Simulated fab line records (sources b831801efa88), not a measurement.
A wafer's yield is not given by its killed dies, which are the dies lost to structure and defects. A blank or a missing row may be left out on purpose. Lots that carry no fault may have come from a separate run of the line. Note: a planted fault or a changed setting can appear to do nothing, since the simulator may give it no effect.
Which tool is to blame? ; flow sky130 ; 14 lots, 42 wafers sampled, at 2 steps of a route of 708

WHAT EACH GAUGE READ, for each wafer
Not one reading of a measure or inspect step in the record can be checked against a usual standard deviation.

WHICH TOOL RAN EACH LOT (tool, then ch and the chambers of the sampled wafers, then the start)
lot;SKY_VIA1_DEVELOP_11;SKY_PAD_OPEN_PROBE_99
L544;litho track-03 ch 0, day 33 07:00;-
L546;litho track-02 ch 0, day 34 05:00;-
L547;litho track-04 ch 0, day 34 11:00;-
L548;litho track-02 ch 0, day 34 20:00;-
L553;litho track-04 ch 0, day 37 18:00;-
L555;litho track-04 ch 0, day 37 22:00;prober-02, day 48 11:31
L556;litho track-03 ch 0, day 38 00:00;-
L560;litho track-03 ch 0, day 39 03:00;-
L561;litho track-03 ch 0, day 39 09:00;-
L562;litho track-02 ch 0, day 39 16:00;-
L564;litho track-03 ch 0, day 40 01:00;-
L565;litho track-02 ch 0, day 40 11:00;-
L566;litho track-04 ch 0, day 40 11:00;-
L567;litho track-03 ch 0, day 40 12:00;-
- SKY_VIA1_DEVELOP_11: develop time 60 s.
- SKY_PAD_OPEN_PROBE_99

AS READ BY THE TOOLS THEMSELVES (means over the sampled wafers that have a number; for cases with no such wafer, the mark the record gives instead)
SKY_VIA1_DEVELOP_11. Usual: developer temp C at 20.97 C, with a standard deviation of 0.094.
lot;tool;developer temp C (C);flag
L544;litho track-03;21.02;
L546;litho track-02;20.98;
L547;litho track-04;21.04;
L548;litho track-02;20.99;
L553;litho track-04;20.11;OFF
L555;litho track-04;20.19;OFF
L556;litho track-03;21.00;
L560;litho track-03;21.05;
L561;litho track-03;20.82;
L562;litho track-02;21.00;
L564;litho track-03;21.03;
L565;litho track-02;20.94;
L566;litho track-04;20.92;
L567;litho track-03;21.02;

SKY_PAD_OPEN_PROBE_99. Usual: defect limited yield 82.3 %, standard deviation 1.8; killed_at_M0_to_M3 44, standard deviation 7.2; killed_at_M4_up 3.1, standard deviation 1.8; killed at contacts 24, standard deviation 4.5; killed at front end 16, standard deviation 4.4; killed at other 0.2, standard deviation 0.42; killed dies 87, standard deviation 8.9; killed open 48, standard deviation 6.4; killed short 39, standard deviation 6.2; sort_bin_3_pad_short 0.9 %, standard deviation 0.46; sort_bin_5_function 10.5 %, standard deviation 1.6; sort_bin_6_memory 6.3 %, standard deviation 1.1; sort n pass 405, standard deviation 8.9; sort yield pct 82.3 %, standard deviation 1.8.
lot;tool;defect limited yield (%);killed_at_M0_to_M3;killed_at_M4_up;killed at contacts;killed at front end;killed at other;killed dies;killed open;killed short;sort_bin_3_pad_short (%);sort_bin_5_function (%);sort_bin_6_memory (%);sort n pass;sort yield pct (%);flag
L555;prober-02;80.7;52;4.0;21;18;0.0;95;49;46;1.6;9.3;8.3;397;80.7;

THE ANSWER, worked out from the rows above alone
Rule: take the mean of a lot's wafers that have a number; if it is more than 3 standard deviations from the usual mean, the lot is off. Also off: a lot with no number at a reading for which 4 or more lots have one. All remaining lots with rows at the step are treated as sound. The gauges are gone through in route order, then the tools' own readings, and for those a lot's mean is taken as printed above. The first step at which some lot is off is used, and at that step the reading that is off furthest; a lot without a number counts as furthest.
Off, at SKY_VIA1_DEVELOP_11 on developer temp C: L553, L555.
If a tool, at that step or one of the process steps before it, ran each lot that is off and ran no sound lot following the first of them, it fits. Of those tried, none fits.

WHAT HAD BEEN PUT IN BY THE SIMULATOR
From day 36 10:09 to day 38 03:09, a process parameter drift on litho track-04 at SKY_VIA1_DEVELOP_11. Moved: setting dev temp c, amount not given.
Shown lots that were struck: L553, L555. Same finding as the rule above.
